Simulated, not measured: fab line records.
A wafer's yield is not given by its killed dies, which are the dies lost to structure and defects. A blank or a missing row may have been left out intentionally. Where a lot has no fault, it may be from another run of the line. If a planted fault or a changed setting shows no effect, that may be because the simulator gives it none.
A single fault, viewed from 2 desks    flow sky130    only its own numbers are on each desk; what lay behind them is given at the end

THE METROLOGY DESK
Lot by lot, what the gauges showed, no matter which tool ran the lot: averages of those sampled wafers that carry a number. Marked OUT: a lot whose mean sits more than 4 standard deviations from the usual mean, which makes it out of limits; the brackets give that distance.
Columns: A = cd_nm at SKY_SONOS_TUNNEL_CD_MEAS_07, usual 409.1 nm; B = cd_nm at SKY_SONOS_ONO_CD_MEAS_13, usual 409.9 nm; C = GATE_OXIDE_OXIDATION_00_THK at SKY_GATE_OXIDE_THK_MEAS_02, usual 10.37 nm; D = GATE_OXIDE_TW at SKY_GATE_OXIDE_TW_MEAS_14, usual 225.8
lot   first seen here  A      B      C      D
L808  day 11 06:46     410.3  410.2  10.21  225.4
L809  day 11 16:07     408.3  412.3  10.49  224.2
L811  day 12 11:47     408.1  404.3  9.98   225.1
L812  day 12 14:47     408.2  409.5  10.24  225.7
L814  day 13 06:28     406.1  412.5  10.64  224.4
L815  day 13 11:58     411.6  411.0  10.66  225.4
L816  day 13 20:14     407.5  411.3  10.28  227.3
L817  day 14 00:17     410.4  410.3  10.61  224.7
L819  day 14 23:41     409.2  408.6  10.77  223.8
L820  day 15 07:04     410.9  406.5  10.60  225.1
L825  day 16 16:22     411.5  407.6  10.23  220.6
L826  day 16 22:16     409.7  411.5  10.28  224.5
L828  day 17 13:37     410.9  411.1  10.38  220.3
L831  day 18 11:44     411.8  413.5  10.33  229.0
Result from this desk: across the 14 lots, nothing is out of limits.

FOR THE TOOL OWNER'S DESK: implanter-03
The tool's own readings at SKY_GATE_OXIDE_IMPLANT_11: means of the sampled wafers that have a number, for each lot that ran on this tool. Marked OUT: a lot whose mean sits more than 4 standard deviations from the usual mean, which makes it out of limits; the brackets give that distance.
Columns: A = dose_ions_cm2 at SKY_GATE_OXIDE_IMPLANT_11, usual 2.5999e+12
lot   first seen here  A
L811  day 15 02:43     2.5987e+12
L812  day 15 03:56     2.6008e+12
L814  day 15 19:19     2.5967e+12
L815  day 16 02:37     2.5999e+12
L816  day 16 12:50     2.6019e+12
L819  day 18 00:27     2.5966e+12
L825  day 19 18:32     2.5971e+12
L828  day 20 13:01     2.6006e+12
Result from this desk: across the 8 lots, nothing is out of limits.

BROUGHT TOGETHER
At the metrology desk, nothing out of limits was observed.
The tool owner's desk saw nothing out of limits.

WHAT THE SIMULATOR HAD INSERTED
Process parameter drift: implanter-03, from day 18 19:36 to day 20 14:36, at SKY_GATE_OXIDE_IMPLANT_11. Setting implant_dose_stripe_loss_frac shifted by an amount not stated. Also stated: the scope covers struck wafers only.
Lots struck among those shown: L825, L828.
